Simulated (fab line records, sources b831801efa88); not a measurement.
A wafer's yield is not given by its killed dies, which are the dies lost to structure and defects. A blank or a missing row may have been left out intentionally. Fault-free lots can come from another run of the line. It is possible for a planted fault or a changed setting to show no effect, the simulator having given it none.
fab line records | flow gf180mcu
record: lots: 13 wafers: 39 lastDay: 34
route steps=602 shown MVSD@73 NSD@244 M1@318 V1@350
lots with no fault: from the same line, run without faults
startH: hours from the record's opening day to when the first of the lot's shown wafers began | waitH: hours elapsed since this lot's preceding step | " as in the row above | L1.1+2: a single row standing in for several wafers | - no value present, or no start provided | * or withheld: withheld | < > ~ a bound
route shown NAME@n: NAME is a module with steps in the file, n the number in the route of the first one | usual: average and standard deviation across the fault-free wafers | same: alike in all rows | chamber/n: place in a boat | sites: readings site by site | _std_site: how widely they spread, as a standard deviation | _edge_site: mean of outer sites minus mean of inner sites | radiusMm: how far each site lies from the wafer's centre | mask NAME#n: copy n | behind: the tool/chamber that last shaped the wafer | hold: what put the lot on hold/how long, in hours/how the hold closed | device: names the non-switching transistor (n, p or np) | end of line: tests of these same wafers at the route's end | where a step has no rows: the recipe by itself | killed: dies that structure and defects cost at the first sort, which is not the same as the wafer's yield | map: per-die view of a wafer (x killed, . not killed, _ where there is no die)
set.NAME: the setting the step ran with; set.NAME@STEP: the setting that earlier step ran with | model.NAME: the simulator's own value behind a step, which no gauge read
steps of the route over a sample of lots; a table a step, a row a wafer
services: when a tool's chamber went out of use (startH, in hours from the record's first day, below 0 if earlier), for how many hours, and the reason
== steps ==
step: GF_MVSD_OVL_MEAS_07
usual: MVSD_OVL: 0.8/2
columns lot.wafer tool chamber startH waitH MVSD_OVL[nm]
L261.1 overlay-02 - 83.15 - 2.3
L261.3 " - " " 2.4
L261.4 " - " " 2.4
L262.1 overlay-01 - 87.55 - -0.5
L262.5 " - " " 1.0
L262.6 " - " " 0.6
L263.1 overlay-02 - 92.72 - 2.3
L263.4 " - " " 2.4
L263.6 " - " " 2.0
L266.2 overlay-02 - 110.90 - 1.3
L266.4 " - " " 2.6
L266.5 " - " " 1.0
L267.1 overlay-02 - 117.90 - 1.1
L267.4 " - " " 1.3
L267.5 " - " " 0.5
L268.1 overlay-02 - 126.08 - -1.0
L268.2 " - " " 2.4
L268.6 " - " " 1.2
L269.4 overlay-01 - 129.09 - -1.8
L269.5 " - " " -0.5
L269.6 " - " " -0.8
L272.2 overlay-02 - 147.52 - 2.4
L272.4 " - " " 2.6
L272.6 " - " " 3.4
L275.1 overlay-02 - 163.57 - -1.5
L275.2 " - " " -0.6
L275.6 " - " " -0.1
L276.1 overlay-01 - 169.00 - 1.2
L276.4 " - " " 1.2
L276.6 " - " " 1.3
L279.1 overlay-02 - 185.57 - 6.7
L279.5 " - " " 5.5
L279.6 " - " " 2.3
L281.1 overlay-01 - 198.47 - -1.3
L281.2 " - " " -0.5
L281.6 " - " " -2.6
L283.1 overlay-02 - 209.37 - 0.5
L283.4 " - " " -2.1
L283.5 " - " " -0.4
step: GF_NSD_IMPLANT_09
recipe: species: As energyKev: 60 doseCm2: 4e+15 tiltDeg: 7
columns lot.wafer tool chamber startH waitH
L261.1+3+4 implanter-01 0 296.23 0.0
L262.1+5+6 implanter-01 0 301.15 0.0
L263.1+4+6 implanter-04 0 309.38 0.0
L267.1+4+5 implanter-02 0 351.30 0.0
L266.2+4+5 implanter-04 0 353.45 0.0
L268.1+2+6 implanter-01 0 362.43 0.0
L269.4+5+6 implanter-02 0 362.87 0.1
L272.2+4+6 implanter-02 0 392.85 0.0
L275.1+2+6 implanter-02 0 409.03 0.0
L275.1+2+6 implanter-02 0 409.35 0.3
L276.1+4+6 implanter-04 0 422.10 0.0
L279.1+5+6 implanter-01 0 442.00 0.0
L279.1+5+6 implanter-01 0 442.31 0.3
L281.1+2+6 implanter-01 0 460.40 0.0
L283.1+4+5 implanter-02 0 477.20 0.0
L283.1+4+5 implanter-02 0 477.51 0.3
step: GF_NSD_STRIP_11
recipe: chemistry: O2/N2 powerW: 1400 pressureMtorr: 1500 platenTempC: 250 o2FlowSccm: 3000 n2FlowSccm: 300 overashFraction: 0.5
usual: drypumpMotorCurrentA: 5.5/0.52 heaterPowerW: 360/24 oesProductAu: 0.487/0.0045 stripTimeToEndpointS: 22.99/0.035
columns lot.wafer tool chamber startH waitH drypumpMotorCurrentA heaterPowerW oesProductAu rfHoursCounterH stripTimeToEndpointS
L261.1 plasmaAsher-03 0 296.53 0.1 5.5 321 0.487 20 22.96
L261.3 " 0 " " 5.5 331 0.486 - 22.96
L261.4 " 1 " " 6.0 370 0.482 - 23.00
L262.1 plasmaAsher-04 0 301.45 0.1 5.2 344 0.488 64 23.00
L262.5 " 0 " " 5.2 351 0.486 - 23.00
L262.6 " 1 " " 6.1 306 0.493 - 22.99
L263.1 plasmaAsher-01 0 309.68 0.1 5.9 374 0.481 54 23.04
L263.4 " 0 " " 5.9 372 0.482 - 23.00
L263.6 " 0 " " 5.9 367 0.490 - 23.04
L267.1 plasmaAsher-03 1 351.60 0.1 6.1 356 0.490 25 22.99
L267.4 " 0 " " 5.4 314 0.488 - 23.02
L267.5 " 0 " " 5.4 319 0.483 - 23.00
L266.2 plasmaAsher-04 1 353.73 0.1 6.0 303 0.491 70 23.02
L266.4 " 1 " " 6.1 304 0.483 - 23.03
L266.5 " 1 " " 6.1 318 0.491 - 23.00
L268.1 plasmaAsher-04 0 362.73 0.1 5.2 347 0.486 70 22.99
L268.2 " 1 " " 6.1 309 0.487 70 22.99
L268.6 " 0 " " 5.2 344 0.491 - 23.00
L269.4 plasmaAsher-01 1 363.12 0.1 4.8 372 0.491 - 22.93
L269.5 " 0 " " 5.9 374 0.489 - 22.93
L269.6 " 1 " " 4.8 370 0.480 - 22.92
L272.2 plasmaAsher-01 1 393.13 0.1 4.8 380 0.488 63 22.94
L272.4 " 0 " " 5.9 383 0.488 - 22.95
L272.6 " 1 " " 4.8 380 0.491 - 22.92
L275.1 plasmaAsher-03 0 409.65 0.1 5.4 324 0.475 32 24.08
L275.2 " 1 " " 6.0 366 0.469 32 24.08
L275.6 " 1 " " 6.0 360 0.480 - 24.04
L276.1 plasmaAsher-01 0 422.40 0.1 5.9 377 0.493 66 23.02
L276.4 " 1 " " 4.7 365 0.489 - 23.03
L276.6 " 0 " " 5.9 382 0.490 - 23.00
L279.1 plasmaAsher-01 0 442.61 0.1 5.9 377 0.480 68 24.11
L279.5 " 1 " " 4.8 377 0.476 - 24.10
L279.6 " 0 " " 5.9 370 0.479 - 24.15
L281.1 plasmaAsher-01 1 460.70 0.1 4.8 373 0.497 70 23.03
L281.2 " 0 " " 5.9 388 0.482 70 23.03
L281.6 " 0 " " 5.9 379 0.492 - 23.04
L283.1 plasmaAsher-01 1 477.81 0.1 4.8 375 0.476 72 24.09
L283.4 " 0 " " 5.9 385 0.475 - 24.09
L283.5 " 0 " " 5.9 390 0.471 - 24.10
step: GF_PSD_RS_MEAS_14
recipe: thkMeasGauge: four-point-probe
usual: NSD_RS: 46.14/0.09
columns lot.wafer tool chamber startH waitH NSD_RS[ohm/sq]
L261.1 filmMetro-01 - 317.48 0.1 46.11
L261.3 " - " " 46.17
L261.4 " - " " 46.18
L262.1 filmMetro-04 - 322.37 0.1 46.18
L262.5 " - " " 46.05
L262.6 " - " " 46.23
L263.1 filmMetro-04 - 330.65 0.1 46.25
L263.4 " - " " 46.21
L263.6 " - " " 46.16
L267.1 filmMetro-02 - 374.81 0.1 46.24
L267.4 " - " " 46.20
L267.5 " - " " 46.15
L266.2 filmMetro-02 - 376.13 0.1 46.32
L266.4 " - " " 46.17
L266.5 " - " " 46.25
L268.1 filmMetro-01 - 387.04 0.1 46.22
L268.2 " - " " 46.12
L268.6 " - " " 46.15
L269.4 filmMetro-02 - 387.26 0.1 46.25
L269.5 " - " " 46.31
L269.6 " - " " 46.35
L272.2 filmMetro-02 - 417.14 0.1 46.14
L272.4 " - " " 46.19
L272.6 " - " " 46.14
L275.1 filmMetro-02 - 434.28 0.1 43.87
L275.2 " - " " 43.92
L275.6 " - " " 43.88
L276.1 filmMetro-01 - 446.71 0.1 46.30
L276.4 " - " " 46.17
L276.6 " - " " 46.12
L279.1 filmMetro-01 - 466.77 0.1 44.02
L279.5 " - " " 43.91
L279.6 " - " " 43.98
L281.1 filmMetro-02 - 485.48 0.1 46.08
L281.2 " - " " 46.16
L281.6 " - " " 46.15
L283.1 filmMetro-04 - 501.38 0.1 43.93
L283.4 " - " " 43.84
L283.5 " - " " 43.89
step: GF_M1_SPUTTER_03
recipe: material: Ti targetThkNm: 10 substrateTempC: 300 chamberPressurePa: 0.3 powerW: 3000 timeS: 6.7
usual: chamberPressurePa: 0.3000/0.00067 throttleValvePct: 30.1/1.2
same: timeS: 6.7
columns lot.wafer tool chamber startH waitH chamberPressurePa throttleValvePct
L261.1 pvdSputter-04 - 363.43 0.0 0.3006 32.4
L261.3 " - " " 0.3004 29.4
L261.4 " - " " 0.2986 29.0
L262.1 pvdSputter-01 - 367.30 0.0 0.2998 29.2
L262.5 " - " " 0.3002 29.1
L262.6 " - " " 0.2996 29.6
L263.1 pvdSputter-04 - 376.67 0.0 0.3004 30.0
L263.4 " - " " 0.3006 32.3
L263.6 " - " " 0.3004 32.5
L267.1 pvdSputter-02 - 423.65 0.0 0.3008 31.7
L267.4 " - " " 0.3004 30.2
L267.5 " - " " 0.3012 31.7
L266.2 pvdSputter-01 - 424.76 0.0 0.2999 28.9
L266.4 " - " " 0.2991 28.0
L266.5 " - " " 0.3001 29.3
L268.1 pvdSputter-04 - 436.40 0.0 0.2999 29.4
L268.2 " - " " 0.3001 32.0
L268.6 " - " " 0.3002 29.8
L269.4 pvdSputter-02 - 436.93 0.0 0.3006 30.9
L269.5 " - " " 0.2999 30.2
L269.6 " - " " 0.2989 30.1
L272.2 pvdSputter-04 - 468.34 0.0 0.2994 29.6
L272.4 " - " " 0.2998 32.2
L272.6 " - " " 0.2996 29.5
L275.1 pvdSputter-01 - 486.04 0.0 0.3005 29.5
L275.2 " - " " 0.2999 29.0
L275.6 " - " " 0.3007 28.8
L276.1 pvdSputter-02 - 497.55 0.0 0.2998 30.3
L276.4 " - " " 0.2994 29.9
L276.6 " - " " 0.3000 31.9
L279.1 pvdSputter-02 - 516.74 0.0 0.2992 30.5
L279.5 " - " " 0.2994 30.4
L279.6 " - " " 0.3006 30.1
L281.1 pvdSputter-02 - 535.10 0.0 0.3003 31.8
L281.2 " - " " 0.2994 31.2
L281.6 " - " " 0.3009 32.0
L283.1 pvdSputter-04 - 550.11 0.0 0.3002 32.3
L283.4 " - " " 0.2965 29.0
L283.5 " - " " 0.2987 29.8
step: GF_V1_OVL_MEAS_15
usual: V1_OVL: 4/5.8
columns lot.wafer tool chamber startH waitH V1_OVL[nm]
L261.1 overlay-01 - 411.19 0.1 9
L261.3 " - " " 9
L261.4 " - " " 3
L262.1 overlay-02 - 414.06 0.1 3
L262.5 " - " " 1
L262.6 " - " " 0
L263.1 overlay-01 - 423.78 0.1 0
L263.4 " - " " 4
L263.6 " - " " 10
L267.1 overlay-01 - 473.34 0.1 14
L267.4 " - " " 5
L267.5 " - " " 11
L266.2 overlay-02 - 474.92 0.1 0
L266.4 " - " " 0
L266.5 " - " " 16
L268.1 overlay-01 - 486.53 0.1 -5
L268.2 " - " " 3
L268.6 " - " " 4
L269.4 overlay-01 - 486.86 0.1 7
L269.5 " - " " -5
L269.6 " - " " -2
L272.2 overlay-01 - 518.04 0.1 2
L272.4 " - " " -1
L272.6 " - " " 1
L275.1 overlay-02 - 533.86 0.1 0
L275.2 " - " " 7
L275.6 " - " " 6
L276.1 overlay-02 - 545.44 0.1 7
L276.4 " - " " -1
L276.6 " - " " 5
L279.1 overlay-01 - 564.13 0.1 1
L279.5 " - " " 12
L279.6 " - " " -4
L281.1 overlay-02 - 580.88 0.1 2
L281.2 " - " " 2
L281.6 " - " " 3
L283.1 overlay-02 - 594.33 0.1 0
L283.4 " - " " 5
L283.5 " - " " 10
== services ==
columns tool chamber startH hours kind
implanter-01 - 293.84 1.8 repair
pvdSputter-04 - 295.35 0.5 repair
implanter-02 - 298.80 2.4 pm
implanter-01 - 308.88 1.7 repair
implanter-04 - 313.50 4.0 repair
implanter-02 - 314.85 0.8 repair
implanter-04 - 332.32 1.2 repair
implanter-02 - 335.25 4.0 pm
plasmaAsher-03 - 347.28 2.8 pm
implanter-01 - 350.91 2.6 repair
plasmaAsher-04 - 356.12 5.0 repair
implanter-01 - 358.81 3.0 pm
implanter-02 - 366.29 1.5 repair
plasmaAsher-01 - 369.06 4.0 pm
implanter-01 - 375.75 50.2 repair
pvdSputter-01 - 404.55 2.6 repair
implanter-04 - 405.21 1.1 repair
plasmaAsher-01 - 436.80 2.8 pm
implanter-02 - 452.18 4.0 repair
implanter-02 - 455.05 6.8 repair
pvdSputter-02 - 466.08 6.5 repair
implanter-01 - 477.09 5.5 repair
pvdSputter-04 - 508.53 3.4 repair
plasmaAsher-01 - 526.92 1.1 repair
== key ==
firstSign: step: GF_NSD_IMPLANT_09 reading: visit direction: added
effect: step: GF_NSD_STRIP_11 reading: stripTimeToEndpointS direction: up sigmas: 32 usual: * struck: *
effect: step: GF_PSD_RS_MEAS_14 reading: NSD_RS direction: down sigmas: 25 usual: 46.14 struck: 43.92
metAt GF_NSD_IMPLANT_09
struckLots L275,L279,L283
testerLeftOut L275,L279,L283
notActingAt GF_MVSD_OVL_MEAS_07,GF_M1_SPUTTER_03,GF_V1_OVL_MEAS_15
fault: kind: repeatedStepWhole tool: implanter-01,implanter-02,implanter-04 chamber: - onsetH: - steps: GF_NSD_IMPLANT_09 times: 1 scope: struckLotsOnly
testerLeftOut: of these lots the tester's yield and bins aren't shown, on N5 and GAA mostly nor the transistor test; their killed dies are dies lost to structure and defects alone, not to doping, threshold or leakage, so they don't give the yield
